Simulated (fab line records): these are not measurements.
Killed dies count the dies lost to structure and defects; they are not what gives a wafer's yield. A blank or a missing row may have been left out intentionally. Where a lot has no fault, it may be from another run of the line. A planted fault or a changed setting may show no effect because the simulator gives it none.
Which tool is to blame? :: flow gf180mcu :: Sampling: 13 lots, 39 wafers, 5 of 602 route steps

== WHAT THE GAUGES READ, wafer by wafer ==
GF_VT_IMPLANT_OVL_MEAS_40. Usual: for VT_IMPLANT_03_OVL the level is 0.3 nm and the standard deviation is 1.5.
lot: L122
measured: day 7 09:24
on: overlay-01
VT_IMPLANT_03_OVL (nm): 1.2 2.7 1.2
flag: 

lot: L127
measured: day 8 19:22
on: overlay-02
VT_IMPLANT_03_OVL (nm): 0.6 2.5 4.4
flag: 

lot: L128
measured: day 9 06:35
on: overlay-02
VT_IMPLANT_03_OVL (nm): 0.1 1.3 1.9
flag: 

lot: L129
measured: day 9 20:59
on: overlay-01
VT_IMPLANT_03_OVL (nm): -1.8 -1.9 -0.9
flag: 

lot: L130
measured: day 9 23:24
on: overlay-02
VT_IMPLANT_03_OVL (nm): 0.4 0.8 0.5
flag: 

lot: L132
measured: day 10 23:46
on: overlay-01
VT_IMPLANT_03_OVL (nm): -2.4 -1.6 -2.4
flag: 

lot: L133
measured: day 11 06:24
on: overlay-02
VT_IMPLANT_03_OVL (nm): - - -
flag: OFF

lot: L134
measured: day 11 07:36
on: overlay-01
VT_IMPLANT_03_OVL (nm): - - -
flag: OFF

lot: L135
measured: day 11 12:06
on: overlay-02
VT_IMPLANT_03_OVL (nm): - - -
flag: OFF

lot: L139
measured: day 12 12:00
on: overlay-01
VT_IMPLANT_03_OVL (nm): 1.9 1.9 2.0
flag: 

lot: L142
measured: day 13 00:48
on: overlay-02
VT_IMPLANT_03_OVL (nm): 1.0 0.9 -1.4
flag: 

lot: L144
measured: day 13 17:09
on: overlay-01
VT_IMPLANT_03_OVL (nm): 2.3 0.7 0.1
flag: 

lot: L145
measured: day 13 23:15
on: overlay-02
VT_IMPLANT_03_OVL (nm): 0.9 0.1 -1.5
flag: 

GF_V1_OVL_MEAS_15. Usual: for V1_OVL the level is 3 nm and the standard deviation is 5.6.
lot: L122
measured: day 17 19:29
on: overlay-02
V1_OVL (nm): -5 -7 -3
flag: 

lot: L127
measured: day 19 17:10
on: overlay-01
V1_OVL (nm): -3 1 5
flag: 

lot: L128
measured: day 20 12:14
on: overlay-02
V1_OVL (nm): 12 5 0
flag: 

lot: L129
measured: day 21 03:37
on: overlay-02
V1_OVL (nm): -4 -2 3
flag: 

lot: L130
measured: day 21 09:32
on: overlay-01
V1_OVL (nm): 0 -7 -6
flag: 

lot: L132
measured: day 22 18:57
on: overlay-01
V1_OVL (nm): -1 5 2
flag: 

lot: L139
measured: day 24 14:56
on: overlay-01
V1_OVL (nm): -4 5 3
flag: 

lot: L142
measured: day 25 03:22
on: overlay-01
V1_OVL (nm): 5 15 12
flag: 

lot: L144
measured: day 25 20:04
on: overlay-01
V1_OVL (nm): -4 -6 7
flag: 

lot: L145
measured: day 26 03:45
on: overlay-01
V1_OVL (nm): 3 -4 11
flag: 

GF_V1_RS_MEAS_24: uses a four-point probe to measure. Usual: for V1_W_RS the level is 0.325 ohm/sq and the standard deviation is 0.0062.
lot: L122
measured: day 17 20:25
on: filmMetro-03
V1_W_RS (ohm/sq): 0.330 0.320 0.323
flag: 

lot: L127
measured: day 19 18:06
on: filmMetro-04
V1_W_RS (ohm/sq): 0.312 0.326 0.313
flag: 

lot: L128
measured: day 20 13:09
on: filmMetro-02
V1_W_RS (ohm/sq): 0.332 0.329 0.328
flag: 

lot: L129
measured: day 21 04:32
on: filmMetro-02
V1_W_RS (ohm/sq): 0.327 0.330 0.319
flag: 

lot: L130
measured: day 21 10:28
on: filmMetro-03
V1_W_RS (ohm/sq): 0.327 0.330 0.329
flag: 

lot: L132
measured: day 22 19:54
on: filmMetro-04
V1_W_RS (ohm/sq): 0.316 0.320 0.329
flag: 

lot: L139
measured: day 24 15:52
on: filmMetro-04
V1_W_RS (ohm/sq): 0.316 0.330 0.316
flag: 

lot: L142
measured: day 25 04:17
on: filmMetro-03
V1_W_RS (ohm/sq): 0.316 0.319 0.318
flag: 

lot: L144
measured: day 25 20:59
on: filmMetro-02
V1_W_RS (ohm/sq): 0.329 0.332 0.318
flag: 

lot: L145
measured: day 26 04:44
on: filmMetro-03
V1_W_RS (ohm/sq): 0.331 0.331 0.318
flag: 

== WHICH TOOL RAN EACH LOT (tool, then ch and the chambers of the sampled wafers, then the start) ==
lot: L122
GF_VT_IMPLANT_COAT_35: lithoTrack-03 ch 0, day 7 01:26
GF_SAB_STRIP_13: plasmaAsher-03 ch 0,1, day 14 20:33

lot: L127
GF_VT_IMPLANT_COAT_35: lithoTrack-01 ch 0, day 8 10:57
GF_SAB_STRIP_13: plasmaAsher-04 ch 0,1, day 16 15:07

lot: L128
GF_VT_IMPLANT_COAT_35: lithoTrack-02 ch 0, day 8 22:15
GF_SAB_STRIP_13: plasmaAsher-04 ch 0, day 17 09:14

lot: L129
GF_VT_IMPLANT_COAT_35: lithoTrack-01 ch 0, day 9 12:01
GF_SAB_STRIP_13: plasmaAsher-01 ch 0,1, day 17 23:33

lot: L130
GF_VT_IMPLANT_COAT_35: lithoTrack-01 ch 0, day 9 14:21
GF_SAB_STRIP_13: plasmaAsher-04 ch 0,1, day 18 06:41

lot: L132
GF_VT_IMPLANT_COAT_35: lithoTrack-02 ch 0, day 10 14:24
GF_SAB_STRIP_13: plasmaAsher-04 ch 0,1, day 19 15:56

lot: L133
GF_VT_IMPLANT_COAT_35: lithoTrack-02, day 10 21:15
GF_SAB_STRIP_13: -

lot: L134
GF_VT_IMPLANT_COAT_35: lithoTrack-02, day 10 22:09
GF_SAB_STRIP_13: -

lot: L135
GF_VT_IMPLANT_COAT_35: lithoTrack-03, day 11 02:50
GF_SAB_STRIP_13: -

lot: L139
GF_VT_IMPLANT_COAT_35: lithoTrack-03 ch 0, day 12 02:02
GF_SAB_STRIP_13: plasmaAsher-01 ch 0,1, day 21 13:44

lot: L142
GF_VT_IMPLANT_COAT_35: lithoTrack-03 ch 0, day 12 15:08
GF_SAB_STRIP_13: plasmaAsher-01 ch 0,1, day 22 02:47

lot: L144
GF_VT_IMPLANT_COAT_35: lithoTrack-02 ch 0, day 13 07:03
GF_SAB_STRIP_13: plasmaAsher-03 ch 0,1, day 22 18:59

lot: L145
GF_VT_IMPLANT_COAT_35: lithoTrack-03 ch 0, day 13 13:15
GF_SAB_STRIP_13: plasmaAsher-03 ch 0,1, day 23 04:23
- GF_VT_IMPLANT_COAT_35: resist thk 1000 nm.
- GF_SAB_STRIP_13: strips in O2/N2.

== AS READ BY THE TOOLS THEMSELVES (means over the sampled wafers that have a number; for cases with no such wafer, the mark the record gives instead) ==
GF_VT_IMPLANT_COAT_35. Usual: chillPlateTempC 22.98 C, standard deviation 0.11; dispensePressureKPa 49.1 kPa, standard deviation 0.48.
lot: L122
tool: lithoTrack-03
chillPlateTempC (C): 22.87
dispensePressureKPa (kPa): 49.2
flag: 

lot: L127
tool: lithoTrack-01
chillPlateTempC (C): 23.04
dispensePressureKPa (kPa): 49.5
flag: 

lot: L128
tool: lithoTrack-02
chillPlateTempC (C): 23.09
dispensePressureKPa (kPa): 48.5
flag: 

lot: L129
tool: lithoTrack-01
chillPlateTempC (C): 23.09
dispensePressureKPa (kPa): 49.6
flag: 

lot: L130
tool: lithoTrack-01
chillPlateTempC (C): 22.95
dispensePressureKPa (kPa): 49.6
flag: 

lot: L132
tool: lithoTrack-02
chillPlateTempC (C): 22.98
dispensePressureKPa (kPa): 48.4
flag: 

lot: L133
tool: lithoTrack-02
chillPlateTempC (C): -
dispensePressureKPa (kPa): -
flag: OFF

lot: L134
tool: lithoTrack-02
chillPlateTempC (C): -
dispensePressureKPa (kPa): -
flag: OFF

lot: L135
tool: lithoTrack-03
chillPlateTempC (C): -
dispensePressureKPa (kPa): -
flag: OFF

lot: L139
tool: lithoTrack-03
chillPlateTempC (C): 23.07
dispensePressureKPa (kPa): 49.2
flag: 

lot: L142
tool: lithoTrack-03
chillPlateTempC (C): 22.92
dispensePressureKPa (kPa): 49.2
flag: 

lot: L144
tool: lithoTrack-02
chillPlateTempC (C): 22.92
dispensePressureKPa (kPa): 48.5
flag: 

lot: L145
tool: lithoTrack-03
chillPlateTempC (C): 23.03
dispensePressureKPa (kPa): 49.3
flag: 

GF_SAB_STRIP_13. Usual: drypumpMotorCurrentA 6.2 A, standard deviation 0.37; heaterPowerW 327 W, standard deviation 38; oesProductAu 0.709 a.u., standard deviation 0.0048; stripTimeToEndpointS 12.62 s, standard deviation 0.034.
lot: L122
tool: plasmaAsher-03
drypumpMotorCurrentA (A): 5.9
heaterPowerW (W): 329
oesProductAu (a.u.): 0.715
stripTimeToEndpointS (s): 12.57
flag: 

lot: L127
tool: plasmaAsher-04
drypumpMotorCurrentA (A): 6.0
heaterPowerW (W): 289
oesProductAu (a.u.): 0.711
stripTimeToEndpointS (s): 12.65
flag: 

lot: L128
tool: plasmaAsher-04
drypumpMotorCurrentA (A): 6.0
heaterPowerW (W): 289
oesProductAu (a.u.): 0.705
stripTimeToEndpointS (s): 12.60
flag: 

lot: L129
tool: plasmaAsher-01
drypumpMotorCurrentA (A): 6.5
heaterPowerW (W): 330
oesProductAu (a.u.): 0.713
stripTimeToEndpointS (s): 12.65
flag: 

lot: L130
tool: plasmaAsher-04
drypumpMotorCurrentA (A): 6.0
heaterPowerW (W): 292
oesProductAu (a.u.): 0.709
stripTimeToEndpointS (s): 12.63
flag: 

lot: L132
tool: plasmaAsher-04
drypumpMotorCurrentA (A): 6.0
heaterPowerW (W): 293
oesProductAu (a.u.): 0.709
stripTimeToEndpointS (s): 12.60
flag: 

lot: L139
tool: plasmaAsher-01
drypumpMotorCurrentA (A): 6.5
heaterPowerW (W): 341
oesProductAu (a.u.): 0.712
stripTimeToEndpointS (s): 12.67
flag: 

lot: L142
tool: plasmaAsher-01
drypumpMotorCurrentA (A): 6.4
heaterPowerW (W): 359
oesProductAu (a.u.): 0.710
stripTimeToEndpointS (s): 12.61
flag: 

lot: L144
tool: plasmaAsher-03
drypumpMotorCurrentA (A): 6.3
heaterPowerW (W): 356
oesProductAu (a.u.): 0.713
stripTimeToEndpointS (s): 12.65
flag: 

lot: L145
tool: plasmaAsher-03
drypumpMotorCurrentA (A): 5.9
heaterPowerW (W): 324
oesProductAu (a.u.): 0.702
stripTimeToEndpointS (s): 12.61
flag: 

== THE ANSWER, worked out from the rows above alone ==
Rule: a lot counts as off when the mean over its wafers that have a number is more than 3 standard deviations away from the usual mean. Also off: a lot with no number at a reading for which 4 or more lots have one. Any other lot the step has rows for is counted as sound. First the gauges in route order, then the tools' own readings, where a lot's mean is used as printed above. The first step at which some lot is off is used, and at that step the reading that is off furthest; a lot without a number counts as furthest.
Off: L133, L134, L135, seen at GF_VT_IMPLANT_OVL_MEAS_40 (VT_IMPLANT_03_OVL). Without a number there: L133, L134, L135.
A tool fits if, at a process step before that reading, it ran every lot that is off, and no sound lot after the first of them. The gauges at GF_VT_IMPLANT_OVL_MEAS_40 aren't tried: what is off there is off at GF_VT_IMPLANT_COAT_35 too, on other tools, and a gauge's error can't cause that. None of those tried fits.

== WHAT WAS PUT IN BY THE SIMULATOR ==
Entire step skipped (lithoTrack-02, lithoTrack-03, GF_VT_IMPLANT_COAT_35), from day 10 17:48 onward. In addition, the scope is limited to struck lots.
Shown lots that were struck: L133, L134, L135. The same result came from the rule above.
